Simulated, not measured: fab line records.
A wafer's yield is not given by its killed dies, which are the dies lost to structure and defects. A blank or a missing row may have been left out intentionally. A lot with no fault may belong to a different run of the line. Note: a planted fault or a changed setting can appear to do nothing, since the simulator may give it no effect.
A struck lot beside a sound one + flow sky130 + 17 out of 708 route steps
Sound: these wafers, L825.2, L825.3, L825.4. Struck: wafer L828.4. (L828.3, L828.6 of the same lot were not struck and are left out.) The cause comes at the end.
Order at every step that has rows: each side's tool, ch and its chambers, its first start. Under that, the readings that differ: sound wafers + struck wafers + difference of the means + sigmas: that difference in standard deviations of wafers without a fault.
alike: readings whose means differ by less than 2 such deviations, and words and numbers that are the same on both sides. not compared: withheld readings, readings that some wafer has no value for, bounds like >300 that may hide the same value, and numbers for which the record gives no deviation and whose values overlap.
The two part at a step that has a row with sigmas, a row that says differs or no value, or rows on one side only. Non-overlapping numbers with no deviation appear without sigmas and do not part them. Lack of a reading on every wafer of one side parts them only where that side has two or more wafers.

first, 1 step without rows for these wafers: SKY_FIELD_ISO_DEVELOP_12 (develop time 60 s).
SKY_FIELD_ISO_CD_MEAS_13: the cd target is 150 nm.
  sound on cd-sem-02 at day 3 07:58; struck on cd-sem-01 at day 3 21:26
  alike: cd-nm
SKY_FIELD_ISO_ETCH_14: etches BARC in N2/H2, stops on SiO2, time 45.9 s, target depth 60 nm.
  sound on rie-diel-02 ch 0,1,2, day 3 08:04; struck on rie-diel-01 ch 3, day 3 21:31
| reading                        | sound                | struck | difference | sigmas |
|--------------------------------|----------------------|--------|------------|--------|
| chamber-pressure-mTorr (mTorr) | 29.979 30.023 30.049 | 29.956 | -0.061     | -2     |
  alike: drypump-motor-current-A, oes-product-au, throttle-valve-pct
  not compared: rf-hours-counter-h
SKY_FIELD_ISO_ETCH_15: etches the open film in CHF3/O2, stops on Si, target depth 180 nm, time 72 s.
  sound on rie-diel-02 ch 0,1,2, day 3 08:07; struck on rie-diel-01 ch 3, day 3 21:34
  alike: chamber-pressure-mTorr, drypump-motor-current-A, oes-product-au, throttle-valve-pct
  not compared: rf-hours-counter-h
SKY_FIELD_ISO_STRIP_16: strips in O2/N2.
  sound on plasma-asher-01 ch 0,1, day 3 08:10; struck on plasma-asher-04 ch 1, day 3 21:39
  alike: chamber-pressure-mTorr, drypump-motor-current-A, oes-product-au, strip-time-to-endpoint-s
  not compared: rf-hours-counter-h
SKY_FIELD_ISO_ETCH_17: etches Si in HBr/Cl2/O2, target depth 342 nm, time 97.7 s.
  sound on rie-si-02 ch 1,2,3, day 3 08:16; struck on rie-si-01 ch 3, day 3 21:43
  alike: chamber-pressure-mTorr, drypump-motor-current-A, he-backside-leak-sccm, oes-product-au, throttle-valve-pct
  not compared: rf-hours-counter-h
then, 5 steps without rows for these wafers: SKY_FIELD_ISO_WET_ETCH_18 (etches Si3N4 in H3PO4, target depth 25 nm, time 286 s); SKY_FIELD_ISO_CLEAN_19 (cleans in SC1/SC2, time 150 s); SKY_FIELD_ISO_CLEAN_20 (cleans in dHF, time 20 s); SKY_FIELD_ISO_WET_ETCH_21 (etches SiO2 in dHF, target depth 20 nm, time 400 s); SKY_FIELD_ISO_OXIDATION_22 (stabilise 600 s, purge 300 s, target thk 10 nm).
SKY_FIELD_ISO_THK_MEAS_23:
  sound on film-metro-02 at day 3 11:04; struck on film-metro-02 at day 3 23:15
  alike: FIELD_ISO_OXIDATION_01_THK
SKY_FIELD_ISO_CVD_24: deposits SiO2, target thk 595 nm, time 99.2 s.
  sound on hdpcvd-02 ch 1,2, day 3 11:07; struck on hdpcvd-02 ch 0, day 3 23:17
| reading                                    | sound             | struck | difference | sigmas |
|--------------------------------------------|-------------------|--------|------------|--------|
| model.SiO2_of_FIELD_ISO_CVD_24.thk-nm (nm) | 590.4 599.2 593.7 | 641.3  | +46.9      |        |
  alike: sih4-flow-sccm
SKY_FIELD_ISO_THK_MEAS_25:
  sound on film-metro-03 at day 3 11:12; struck on film-metro-03 at day 3 23:37
| reading                   | sound       | struck | difference | sigmas |
|---------------------------|-------------|--------|------------|--------|
| FIELD_ISO_CVD_24_THK (nm) | 591 599 594 | 641    | +46        | +9     |
  not compared: hold
SKY_FIELD_ISO_CMP_27: polishes, stops on Si3N4, t overpolish 16 s, target thk 457.8 nm.
  sound on cmp-01 ch 0,1,2, day 3 13:02; struck on cmp-02 ch 0, day 4 02:48
| reading                | sound         | struck | difference | sigmas |
|------------------------|---------------|--------|------------|--------|
| motor-current-A (A)    | 11.2 12.5 9.4 | 15.2   | +4.2       | +3     |
| time-to-endpoint-s (s) | 113 114 115   | 125    | +11        | +3     |
  alike: head-pressure-psi, platen-rpm
then, 1 step without rows for these wafers: SKY_FIELD_ISO_WET_ETCH_28 (etches SiO2 in dHF, target depth 23.7 nm, time 47 s).
SKY_PAD_OPEN_PROBE_99:
  the record has rows for the sound wafers here (prober-01, day 46 21:31) and none for the struck ones

## WHERE THEY PART
Earliest at SKY_FIELD_ISO_ETCH_14; latest, in this record, at SKY_PAD_OPEN_PROBE_99.

WHY: whatever the simulator had introduced
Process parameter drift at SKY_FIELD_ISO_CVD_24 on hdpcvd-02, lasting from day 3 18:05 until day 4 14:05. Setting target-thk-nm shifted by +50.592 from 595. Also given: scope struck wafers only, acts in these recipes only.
